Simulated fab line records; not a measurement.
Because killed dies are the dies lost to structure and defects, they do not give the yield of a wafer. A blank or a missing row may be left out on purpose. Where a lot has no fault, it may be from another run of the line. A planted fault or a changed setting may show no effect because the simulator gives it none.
Which tool is to blame? | flow gf180mcu | 13 lots, 39 wafers sampled, at 4 steps of a route of 602

WHAT THE GAUGES READ, wafer by wafer
GF_V5_RS_MEAS_24: the measuring method here is four-point-probe. Usual: V5_W_RS typically reads 0.328 ohm/sq, with standard deviation 0.0042.
lot  | measured     | on            | V5_W_RS (ohm/sq)  | flag
L812 | day 28 04:03 | film_metro-02 | 0.321 0.323 0.329 |
L813 | day 28 13:23 | film_metro-03 | 0.328 0.328 0.324 |
L814 | day 28 13:40 | film_metro-02 | 0.324 0.329 0.323 |
L815 | day 29 04:16 | film_metro-02 | 0.316 0.327 0.324 |
L816 | day 29 14:28 | film_metro-01 | 0.336 0.333 0.332 |
L817 | day 29 19:34 | film_metro-03 | 0.331 0.336 0.332 |
L820 | day 30 11:32 | film_metro-01 | 0.322 0.331 0.323 |
L823 | day 31 11:44 | film_metro-02 | 0.325 0.326 0.327 |
L826 | day 31 22:16 | film_metro-01 | 0.326 0.327 0.332 |
L828 | day 32 14:20 | film_metro-02 | 0.334 0.328 0.330 |
L829 | day 32 21:19 | film_metro-01 | 0.324 0.323 0.325 |
L830 | day 32 23:20 | film_metro-03 | 0.322 0.333 0.324 |
L831 | day 33 02:45 | film_metro-02 | 0.332 0.334 0.320 |

GF_TOP_METAL_OVL_MEAS_15. Usual: TOP_METAL_OVL typically reads -0.3 nm, with standard deviation 1.4.
lot  | measured     | on         | TOP_METAL_OVL (nm) | flag
L812 | day 29 01:02 | overlay-01 | 0.1 0.0 -1.9       |
L813 | day 29 08:59 | overlay-02 | 0.9 -0.3 -0.6      |
L814 | day 29 10:01 | overlay-02 | -0.5 -0.2 -0.4     |
L815 | day 30 00:29 | overlay-01 | -0.7 -1.6 -0.3     |
L816 | day 30 11:10 | overlay-02 | 1.8 2.9 2.3        |
L817 | day 30 16:16 | overlay-02 | -0.9 0.5 -0.5      |
L820 | day 31 06:50 | overlay-01 | -0.6 -0.8 -0.7     |
L823 | day 32 06:11 | overlay-02 | 0.3 -3.4 -1.4      |
L826 | day 32 16:20 | overlay-02 | 0.5 -0.1 1.5       |
L828 | day 33 07:11 | overlay-01 | -0.3 0.5 -1.4      |
L829 | day 33 14:08 | overlay-01 | 0.3 1.9 1.7        |
L830 | day 33 16:38 | overlay-01 | -1.6 -1.3 -0.6     |
L831 | day 33 19:35 | overlay-01 | -0.3 -1.2 -2.1     |

EACH LOT AND THE TOOL THAT RAN IT (in order: tool; ch and the chambers of the sampled wafers; start)
lot  | GF_V4_CMP_04                  | GF_V5_SPUTTER_22
L812 | cmp-02 ch 0,1,2, day 24 13:14 | pvd_sputter-02, day 28 03:53
L813 | cmp-01 ch 0,1,3, day 24 21:26 | pvd_sputter-01, day 28 13:10
L814 | cmp-01 ch 0,1,3, day 24 22:55 | pvd_sputter-02, day 28 13:31
L815 | cmp-01 ch 0,2,3, day 25 13:29 | pvd_sputter-03, day 29 04:07
L816 | cmp-01 ch 1,2, day 25 23:50   | pvd_sputter-02, day 29 14:17
L817 | cmp-01 ch 0,1,2, day 26 05:22 | pvd_sputter-02, day 29 19:25
L820 | cmp-02 ch 0,3, day 26 22:23   | pvd_sputter-03, day 30 11:22
L823 | cmp-01 ch 0,3, day 28 01:17   | pvd_sputter-02, day 31 11:34
L826 | cmp-02 ch 0,1,2, day 28 14:25 | pvd_sputter-03, day 31 22:06
L828 | cmp-01 ch 1,2,3, day 29 06:45 | pvd_sputter-01, day 32 14:07
L829 | cmp-01 ch 0,3, day 29 14:56   | pvd_sputter-02, day 32 21:09
L830 | cmp-01 ch 0,3, day 29 18:25   | pvd_sputter-03, day 32 23:08
L831 | cmp-01 ch 1,2,3, day 29 21:00 | pvd_sputter-02, day 33 02:36
- GF_V4_CMP_04: polishes SiO2.
- GF_V5_SPUTTER_22: material TiN, target thk 10 nm, time 40 s.

AS READ BY THE TOOLS THEMSELVES (means over the sampled wafers that have a number; for cases with no such wafer, the mark the record gives instead)
GF_V4_CMP_04. Usual: motor_current_A 12.5 A, standard deviation 0.64; retaining_ring_pressure_frac 1.000, standard deviation 0.0052; slurry_filter_dp_kPa 13.49 kPa, standard deviation 0.14; time_to_endpoint_s 79 s, standard deviation 7.1.
lot  | tool   | motor_current_A (A) | retaining_ring_pressure_frac | slurry_filter_dp_kPa (kPa) | time_to_endpoint_s (s) | flag
L812 | cmp-02 | 12.7                | 1.001                        | 13.53                      | 89                     |
L813 | cmp-01 | 12.5                | 1.001                        | 13.51                      | 78                     |
L814 | cmp-01 | 12.1                | 1.002                        | 13.58                      | 68                     |
L815 | cmp-01 | 12.3                | 1.000                        | 13.49                      | 69                     |
L816 | cmp-01 | 12.4                | 1.006                        | 13.55                      | 72                     |
L817 | cmp-01 | 12.2                | 1.002                        | 13.49                      | 70                     |
L820 | cmp-02 | 12.9                | 1.000                        | 13.51                      | 91                     |
L823 | cmp-01 | 12.5                | 1.001                        | 13.59                      | 74                     |
L826 | cmp-02 | 12.8                | 0.999                        | 13.45                      | 78                     |
L828 | cmp-01 | 12.3                | 1.002                        | 13.46                      | 84                     |
L829 | cmp-01 | 12.4                | 0.995                        | 13.48                      | 77                     |
L830 | cmp-01 | 12.4                | 0.995                        | 13.54                      | 78                     |
L831 | cmp-01 | 12.3                | 0.997                        | 13.45                      | 78                     |

GF_V5_SPUTTER_22. Usual: throttle_valve_pct at 29.8 %, with a standard deviation of 0.99.
lot  | tool           | throttle_valve_pct (%) | flag
L812 | pvd_sputter-02 | 30.1                   |
L813 | pvd_sputter-01 | 29.8                   |
L814 | pvd_sputter-02 | 29.8                   |
L815 | pvd_sputter-03 | 29.4                   |
L816 | pvd_sputter-02 | 29.9                   |
L817 | pvd_sputter-02 | 30.2                   |
L820 | pvd_sputter-03 | 29.2                   |
L823 | pvd_sputter-02 | 29.8                   |
L826 | pvd_sputter-03 | 30.0                   |
L828 | pvd_sputter-01 | 30.1                   |
L829 | pvd_sputter-02 | 29.6                   |
L830 | pvd_sputter-03 | 30.9                   |
L831 | pvd_sputter-02 | 29.8                   |

THE ANSWER, worked out from the rows above alone
Rule: lot off if the mean of its wafers having a number is beyond 3 standard deviations from the usual mean. A lot without any number at a reading at which 4 lots or more have one is off too. The other lots that the step has rows for count as sound. First the gauges in route order, then the tools' own readings, where a lot's mean is used as printed above. The first step at which some lot is off is used, and at that step the reading that is off furthest; a lot without a number counts as furthest.
Nothing can be told from this: no lot is off at any reading shown.

WHAT WAS PUT IN BY THE SIMULATOR
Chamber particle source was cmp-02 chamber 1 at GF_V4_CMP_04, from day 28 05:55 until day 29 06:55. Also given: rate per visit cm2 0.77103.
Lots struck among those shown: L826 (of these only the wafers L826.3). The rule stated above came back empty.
